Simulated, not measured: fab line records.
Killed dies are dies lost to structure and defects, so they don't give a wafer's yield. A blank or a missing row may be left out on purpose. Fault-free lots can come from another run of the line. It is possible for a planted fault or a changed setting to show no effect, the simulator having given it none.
The same fault as seen by 2 desks | flow gf180mcu | what lay behind the numbers comes last; until then each desk has only its own

## AT THE METROLOGY DESK
What the gauges read, lot by lot, whatever tool the lot ran on: means of the sampled wafers that have a number. A lot is out of limits, marked OUT, if its mean lies more than 4 standard deviations from the usual mean; the brackets give that distance.
Columns: A = SALICIDE_TIN_THK at GF_SALICIDE_THK_MEAS_05, usual 20.19 nm; B = cd_nm at GF_CONTACT_CD_MEAS_14, usual 220.0 nm
lot  | first seen here | A     | B
L904 | day 15 02:14    | 19.97 | 219.5
L905 | day 15 07:26    | 20.40 | 219.4
L906 | day 15 23:01    | 20.36 | 220.0
L907 | day 16 05:50    | 20.19 | 219.5
L911 | day 17 16:38    | 20.42 | 221.4
L914 | day 18 21:35    | 20.15 | 217.4
L917 | day 19 20:44    | 20.16 | 220.3
L919 | day 20 23:35    | 20.15 | 218.9
L920 | day 21 06:04    | 19.90 | 219.4
L921 | day 21 07:26    | 20.22 | 220.9
L923 | day 22 04:22    | 20.18 | 220.4
L924 | day 22 07:28    | 20.09 | 218.0
L926 | day 23 01:08    | 20.05 | 218.9
L927 | day 23 08:37    | 20.24 | 220.3
Result from this desk: across the 14 lots, nothing is out of limits.

## THE TOOL OWNER'S DESK: rtp_anneal-02
Per lot that ran on this tool, the mean of the sampled wafers carrying a number, from the tool's own readings at GF_SALICIDE_RTA_08 (time 30 s). A lot is out of limits, marked OUT, if its mean lies more than 4 standard deviations from the usual mean; the brackets give that distance.
Columns: A = lamp_power_pct at GF_SALICIDE_RTA_08, usual 16.3 %; B = run_length_s at GF_SALICIDE_RTA_08, usual 58.9 s; C = wafer_temp_C_max at GF_SALICIDE_RTA_08, usual 804.3
lot  | first seen here | A    | B                      | C
L904 | day 15 02:30    | 15.7 | 58.6                   | 807.3
L907 | day 16 06:05    | 15.8 | 58.5                   | 806.9
L911 | day 17 16:55    | 15.8 | 94.1 (+99 or more) OUT | 806.5
L914 | day 18 21:51    | 15.7 | 93.9 (+99 or more) OUT | 806.6
L919 | day 20 23:50    | 15.8 | 58.7                   | 805.7
L921 | day 21 07:41    | 15.7 | 58.7                   | 806.6
L923 | day 22 04:37    | 15.7 | 58.5                   | 806.0
L924 | day 22 07:43    | 15.7 | 58.7                   | 805.7
L926 | day 23 01:24    | 15.7 | 58.6                   | 806.7
This desk finds L911, L914 out of limits, L911 being first, at day 17 16:55 (run_length_s at GF_SALICIDE_RTA_08). In limits: L904, L907, L919, L921, L923, L924, L926.

## TAKEN TOGETHER
The tool owner's desk could have raised an alarm at day 17 16:55, on L911, L914.
Metrology desk: nothing out of limits seen.
The metrology desk holds a record of L911, L914, inside its limits.
On rtp_anneal-02, each named lot ran GF_SALICIDE_RTA_08.

## WHAT THE SIMULATOR HAD PUT IN
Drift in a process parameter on rtp_anneal-02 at GF_SALICIDE_RTA_08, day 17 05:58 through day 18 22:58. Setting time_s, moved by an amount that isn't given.
Shown lots that were struck: L911, L914.
Each desk's first reading out of limits, in hours after the fault started: the tool owner's desk, 11.
